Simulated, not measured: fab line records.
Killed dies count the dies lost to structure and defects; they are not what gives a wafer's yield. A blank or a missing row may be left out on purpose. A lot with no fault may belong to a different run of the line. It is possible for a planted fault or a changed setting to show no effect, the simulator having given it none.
2 desks, one fault ; flow sky130 ; each desk has only its own numbers; what lay behind them comes last

== FOR THE TOOL OWNER'S DESK: pvdSputter-02 ==
At SKY_CAP2M_SPUTTER_02 (material TiN, target thk 200 nm, time 166.7 s) the tool's own readings: per lot run on this tool, the mean of the sampled wafers that have a number. Marked OUT: a lot whose mean sits more than 4 standard deviations from the usual mean, which makes it out of limits; the brackets give that distance.
Columns: A = cathodeDcPowerW at SKY_CAP2M_SPUTTER_02, usual 6500.1 W; B = throttleValvePct at SKY_CAP2M_SPUTTER_02, usual 30.5 %
lot;first seen here;A;B
L309;day 40 10:01;6500.8;30.6
L314;day 41 20:53;6500.4;30.7
L319;day 43 08:41;6499.8;30.9
L325;day 44 23:15;6499.9;30.2
L326;day 45 00:13;6499.1;30.8
This desk's finding: nothing out of limits on any of the 5 lots.

== THE METROLOGY DESK ==
Means of the sampled wafers that have a number, per lot and without regard to the tool the lot ran on: this is what the gauges read. Marked OUT: a lot whose mean sits more than 4 standard deviations from the usual mean, which makes it out of limits; the brackets give that distance.
Columns: A = CAP2M_TIN_RS at SKY_CAP2M_RS_MEAS_03, usual 6.87 ohm/sq; B = CAP2M_TIN_THK at SKY_CAP2M_THK_MEAS_04, usual 201.6 nm
lot;first seen here;A;B
L309;day 40 10:08;6.89;201.5
L310;day 40 17:44;6.89;201.6
L314;day 41 21:01;6.94;199.4
L319;day 43 08:49;6.93;198.7
L325;day 44 23:23;6.55 (-4.4) OUT;212.0 (+4.5) OUT
L326;day 45 00:20;6.69;207.3
L327;day 45 11:46;6.87;201.2
L328;day 45 16:03;6.84;203.5
L330;day 46 00:04;6.95;199.0
Per this desk, out of limits: L325; the first was L325, day 44 23:23 (CAP2M_TIN_RS at SKY_CAP2M_RS_MEAS_03). L309, L310, L314, L319, L326, L327, L328, L330 stayed within limits.

== ALL TOGETHER ==
At day 44 23:23 the metrology desk could have sounded an alarm, on L325.
Nothing out of limits was seen by the tool owner's desk.
The tool owner's desk has L325 on record, within its limits.
The lots listed all ran SKY_CAP2M_SPUTTER_02 on pvdSputter-02.

== WHAT WAS PUT IN BY THE SIMULATOR ==
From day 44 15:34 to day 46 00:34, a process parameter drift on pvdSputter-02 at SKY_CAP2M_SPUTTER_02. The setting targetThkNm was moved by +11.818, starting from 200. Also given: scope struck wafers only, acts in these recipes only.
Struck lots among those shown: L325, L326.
Time in hours between the start of the fault and the first out-of-limits reading at each desk: metrology desk, 8.
